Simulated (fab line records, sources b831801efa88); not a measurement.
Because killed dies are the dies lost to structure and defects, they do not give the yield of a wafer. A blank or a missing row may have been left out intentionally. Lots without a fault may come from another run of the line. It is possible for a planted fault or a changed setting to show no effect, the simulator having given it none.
Which tool did it? | flow gf180mcu | 14 lots, 39 wafers sampled, at 2 steps of a route of 602

== WHAT EACH GAUGE READ, for each wafer ==
GF_DUAL_GATE_THK_MEAS_03.
lot  | measured     | on            | DUAL_GATE_OXIDATION_00_THK (nm)
L377 | day 7 15:28  | film-metro-01 | 10.62 10.96 10.80
L378 | day 7 20:32  | film-metro-01 | 10.97 11.10 11.08
L381 | day 8 17:43  | film-metro-02 | 10.80 10.96 10.89
L382 | day 9 01:05  | film-metro-01 | 10.70 10.74 10.85
L383 | day 9 08:51  | film-metro-02 | 11.28 11.18 11.03
L384 | day 9 13:58  | film-metro-03 | 10.91 10.85 11.16
L389 | day 11 01:09 | film-metro-03 | 11.30 11.24 11.19
L391 | day 11 17:05 | film-metro-01 | 11.04 10.74
L392 | day 11 23:40 | film-metro-01 | 10.68 10.71
L393 | day 12 04:00 | film-metro-02 | 10.83 10.65
L394 | day 12 09:33 | film-metro-02 | 10.47 10.67 10.85
L396 | day 13 07:20 | film-metro-01 | 10.48 10.78 10.54
L397 | day 13 15:29 | film-metro-01 | 10.72 10.55 10.66
L400 | day 14 06:22 | film-metro-02 | 10.75 10.75 10.69

== WHAT TOOL EACH LOT RAN ON (gives the tool, then ch and the chambers of the sampled wafers, and finally the start) ==
lot  | GF_VT_IMPLANT_STRIP_42
L377 | plasma-asher-01 ch 0,1, day 7 13:02
L378 | plasma-asher-03 ch 0,1, day 7 18:07
L381 | plasma-asher-02 ch 0,1, day 8 15:02
L382 | plasma-asher-01 ch 0,1, day 8 22:36
L383 | plasma-asher-02 ch 0,1, day 9 06:26
L384 | plasma-asher-01 ch 0,1, day 9 11:10
L389 | plasma-asher-03 ch 0,1, day 10 22:41
L391 | plasma-asher-01 ch 0, day 11 14:15
L392 | plasma-asher-03 ch 0,1, day 11 20:26
L393 | plasma-asher-03 ch 0, day 12 00:22
L394 | plasma-asher-03 ch 0,1, day 12 07:06
L396 | plasma-asher-03 ch 0,1, day 12 23:20
L397 | plasma-asher-03 ch 0,1, day 13 07:35
L400 | plasma-asher-01 ch 0,1, day 13 23:23
- GF_VT_IMPLANT_STRIP_42: strips in O2/N2.

== WHAT THE TOOLS THEMSELVES READ (means of the sampled wafers that have a number; where no wafer has one, the mark that the record gives instead) ==
GF_VT_IMPLANT_STRIP_42.
lot  | tool            | drypump-motor-current-A (A) | heater-power-w (W) | oes-product-au (a.u.) | strip-time-to-endpoint-s (s)
L377 | plasma-asher-01 | 5.5                         | 337                | 0.715                 | 12.55
L378 | plasma-asher-03 | 5.4                         | 337                | 0.712                 | 12.62
L381 | plasma-asher-02 | 5.4                         | 343                | 0.719                 | 12.65
L382 | plasma-asher-01 | 5.4                         | 355                | 0.715                 | 12.65
L383 | plasma-asher-02 | 5.5                         | 341                | 0.716                 | 12.62
L384 | plasma-asher-01 | 5.5                         | 333                | 0.717                 | 12.62
L389 | plasma-asher-03 | 6.0                         | 333                | 0.714                 | 12.63
L391 | plasma-asher-01 | 5.6                         | 320                | 0.711                 | 12.63
L392 | plasma-asher-03 | 5.7                         | 336                | 0.711                 | 12.64
L393 | plasma-asher-03 | 6.5                         | 313                | 0.716                 | 12.61
L394 | plasma-asher-03 | 5.4                         | 346                | 0.715                 | 12.55
L396 | plasma-asher-03 | 5.9                         | 334                | 0.720                 | 12.68
L397 | plasma-asher-03 | 5.4                         | 338                | 0.708                 | 12.69
L400 | plasma-asher-01 | 5.4                         | 356                | 0.721                 | 12.64

== THE ANSWER, worked out from the rows above alone ==
Rule: the usual values come from the lots themselves. Put in order of their means at a reading, lots are off if they are a third of the lots or fewer, leave a main group of 4 or more, and stand apart from it by a gap of 3 or more times the standard deviation of the main group's means; of several such gaps the widest counts. A main group is skipped when, at the precision printed for the reading in the tables above, its means are all equal. Also off: a lot with no number at a reading for which 4 or more lots have one. Any other lot the step has rows for is counted as sound. After the gauges, taken in route order, come the tools' own readings; for these a lot's mean is taken, as printed above. The first step at which some lot is off is used, and at that step the reading that is off furthest; a lot without a number counts as furthest.
Nothing can be told from this: no lot is off at any reading shown.

== WHAT WAS PUT IN BY THE SIMULATOR ==
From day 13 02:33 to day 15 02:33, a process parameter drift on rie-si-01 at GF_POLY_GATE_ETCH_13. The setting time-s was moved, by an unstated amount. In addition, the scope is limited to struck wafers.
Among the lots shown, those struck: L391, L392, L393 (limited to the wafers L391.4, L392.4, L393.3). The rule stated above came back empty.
